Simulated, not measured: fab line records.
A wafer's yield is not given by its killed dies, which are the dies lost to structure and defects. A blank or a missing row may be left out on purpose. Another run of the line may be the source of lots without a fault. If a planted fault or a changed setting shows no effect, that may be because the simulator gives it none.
Commonality check across tools :: flow sky130 :: Lots sampled 11, wafers sampled 39

== THE REASON FOR OPENING IT ==
SKY_RES_XHIGH_TW_MEAS_09, reading RES_XHIGH_TW: flagged on 2 of 11 lots. No-fault wafers: 1639, standard deviation 8.2.
Rule: a lot is flagged in two cases, either no wafer of it has a number, or all its wafers with numbers fall more than 4 standard deviations from that mean. As for the other lots, they are considered sound.

lot: L831
measured: day 26 21:41
on: filmMetro-03
RES_XHIGH_TW, wafer by wafer: 1628 1633 1632
flag: 

lot: L832
measured: day 27 05:55
on: filmMetro-01
RES_XHIGH_TW, wafer by wafer: 1639 1639 1640
flag: 

lot: L838
measured: day 29 16:43
on: filmMetro-03
RES_XHIGH_TW, wafer by wafer: 1638 1639 1643
flag: 

lot: L839
measured: day 30 02:46
on: filmMetro-02
RES_XHIGH_TW, wafer by wafer: 1634 1635 1637
flag: 

lot: L844
measured: day 31 07:58
on: filmMetro-01
RES_XHIGH_TW, wafer by wafer: 30 30 30 30 30 30
flag: FLAGGED

lot: L845
measured: day 31 19:58
on: filmMetro-01
RES_XHIGH_TW, wafer by wafer: 30 30 30 30 30 30
flag: FLAGGED

lot: L849
measured: day 33 01:49
on: filmMetro-01
RES_XHIGH_TW, wafer by wafer: 1653 1656 1651
flag: 

lot: L850
measured: day 33 08:25
on: filmMetro-03
RES_XHIGH_TW, wafer by wafer: 1624 1628 1629
flag: 

lot: L851
measured: day 33 14:50
on: filmMetro-03
RES_XHIGH_TW, wafer by wafer: 1622 1622 1634
flag: 

lot: L852
measured: day 33 15:08
on: filmMetro-02
RES_XHIGH_TW, wafer by wafer: 1633 1631 1635
flag: 

lot: L853
measured: day 34 04:16
on: filmMetro-02
RES_XHIGH_TW, wafer by wafer: 1646 1643 1644
flag: 
On average the flagged lots read 30, which is -1609 against the usual, or -99 or more standard deviations.

== EACH LOT AND THE TOOL IT RAN ON ==
2 process steps preceding the reading are held in the record, out of 708 steps in the route. In each cell: the tool, then ch and the chambers that the sampled wafers went through, then the start.
lot: L831
flag: 
SKY_SD_P_STRIP_10: plasmaAsher-04 ch 0,1, day 25 16:56
SKY_RES_XHIGH_STRIP_08: plasmaAsher-02 ch 0,1, day 26 21:34

lot: L832
flag: 
SKY_SD_P_STRIP_10: plasmaAsher-04 ch 0,1, day 26 00:28
SKY_RES_XHIGH_STRIP_08: plasmaAsher-01 ch 0,1, day 27 05:49

lot: L838
flag: 
SKY_SD_P_STRIP_10: plasmaAsher-01 ch 0,1, day 28 12:16
SKY_RES_XHIGH_STRIP_08: plasmaAsher-01 ch 0,1, day 29 16:37

lot: L839
flag: 
SKY_SD_P_STRIP_10: plasmaAsher-04 ch 0,1, day 28 23:01
SKY_RES_XHIGH_STRIP_08: plasmaAsher-02 ch 0,1, day 30 02:40

lot: L844
flag: FLAGGED
SKY_SD_P_STRIP_10: plasmaAsher-03 ch 0,1, day 30 03:55
SKY_RES_XHIGH_STRIP_08: plasmaAsher-04 ch 0, day 31 07:52

lot: L845
flag: FLAGGED
SKY_SD_P_STRIP_10: plasmaAsher-04 ch 0, day 30 16:58
SKY_RES_XHIGH_STRIP_08: plasmaAsher-04 ch 0,1, day 31 19:52

lot: L849
flag: 
SKY_SD_P_STRIP_10: plasmaAsher-01 ch 0,1, day 31 22:49
SKY_RES_XHIGH_STRIP_08: plasmaAsher-02 ch 0,1, day 33 01:43

lot: L850
flag: 
SKY_SD_P_STRIP_10: plasmaAsher-01 ch 0, day 32 05:55
SKY_RES_XHIGH_STRIP_08: plasmaAsher-01 ch 0,1, day 33 08:19

lot: L851
flag: 
SKY_SD_P_STRIP_10: plasmaAsher-03 ch 1, day 32 11:31
SKY_RES_XHIGH_STRIP_08: plasmaAsher-02 ch 0,1, day 33 14:44

lot: L852
flag: 
SKY_SD_P_STRIP_10: plasmaAsher-04 ch 0,1, day 32 11:40
SKY_RES_XHIGH_STRIP_08: plasmaAsher-04 ch 0,1, day 33 15:02

lot: L853
flag: 
SKY_SD_P_STRIP_10: plasmaAsher-01 ch 0,1, day 33 00:35
SKY_RES_XHIGH_STRIP_08: plasmaAsher-01 ch 0,1, day 34 04:10
What these steps do:
- SKY_SD_P_STRIP_10: strips in O2/N2.
- SKY_RES_XHIGH_STRIP_08: strips in O2/N2.
- SKY_RES_XHIGH_TW_MEAS_09

== FLAGGED OVER TOTAL, TOOL BY TOOL (the gauges that took the reading come last) ==
step: SKY_SD_P_STRIP_10
tool: plasmaAsher-01
lots run: 4
flagged: 0
share of the flagged lots: none
sound lots run after its first flagged lot: -

step: SKY_SD_P_STRIP_10
tool: plasmaAsher-03
lots run: 2
flagged: 1
share of the flagged lots: some
sound lots run after its first flagged lot: 1 (L851)

step: SKY_SD_P_STRIP_10
tool: plasmaAsher-04
lots run: 5
flagged: 1
share of the flagged lots: some
sound lots run after its first flagged lot: 1 (L852)

step: SKY_RES_XHIGH_STRIP_08
tool: plasmaAsher-01
lots run: 4
flagged: 0
share of the flagged lots: none
sound lots run after its first flagged lot: -

step: SKY_RES_XHIGH_STRIP_08
tool: plasmaAsher-02
lots run: 4
flagged: 0
share of the flagged lots: none
sound lots run after its first flagged lot: -

step: SKY_RES_XHIGH_STRIP_08
tool: plasmaAsher-04
lots run: 3
flagged: 2
share of the flagged lots: all
sound lots run after its first flagged lot: 1 (L852)

step: SKY_RES_XHIGH_TW_MEAS_09
tool: filmMetro-01
lots run: 4
flagged: 2
share of the flagged lots: all
sound lots run after its first flagged lot: 1 (L849)

step: SKY_RES_XHIGH_TW_MEAS_09
tool: filmMetro-02
lots run: 3
flagged: 0
share of the flagged lots: none
sound lots run after its first flagged lot: -

step: SKY_RES_XHIGH_TW_MEAS_09
tool: filmMetro-03
lots run: 4
flagged: 0
share of the flagged lots: none
sound lots run after its first flagged lot: -

== WHAT IS ALLOWED BY THE TABLE ==
In 2 table rows, all flagged lots were run: plasmaAsher-04 (SKY_RES_XHIGH_STRIP_08), filmMetro-01 (SKY_RES_XHIGH_TW_MEAS_09).
- plasmaAsher-04 at SKY_RES_XHIGH_STRIP_08: 2 of its 3 lots flagged. Lots that were sound ran on it after the first flagged one (L852); a persistent fault on the entire tool would not allow that. Its own readings lie more than 4 standard deviations out on every wafer of the flagged lots: stripTimeToEndpointS.
- filmMetro-01 at SKY_RES_XHIGH_TW_MEAS_09: 2 of its 4 lots flagged. Lots that were sound ran on it after the first flagged one (L849); a persistent fault on the entire tool would not allow that.
Not one row of the table ran every flagged lot while running no sound lot after the first.

== WHAT THE SIMULATOR HAD INSERTED ==
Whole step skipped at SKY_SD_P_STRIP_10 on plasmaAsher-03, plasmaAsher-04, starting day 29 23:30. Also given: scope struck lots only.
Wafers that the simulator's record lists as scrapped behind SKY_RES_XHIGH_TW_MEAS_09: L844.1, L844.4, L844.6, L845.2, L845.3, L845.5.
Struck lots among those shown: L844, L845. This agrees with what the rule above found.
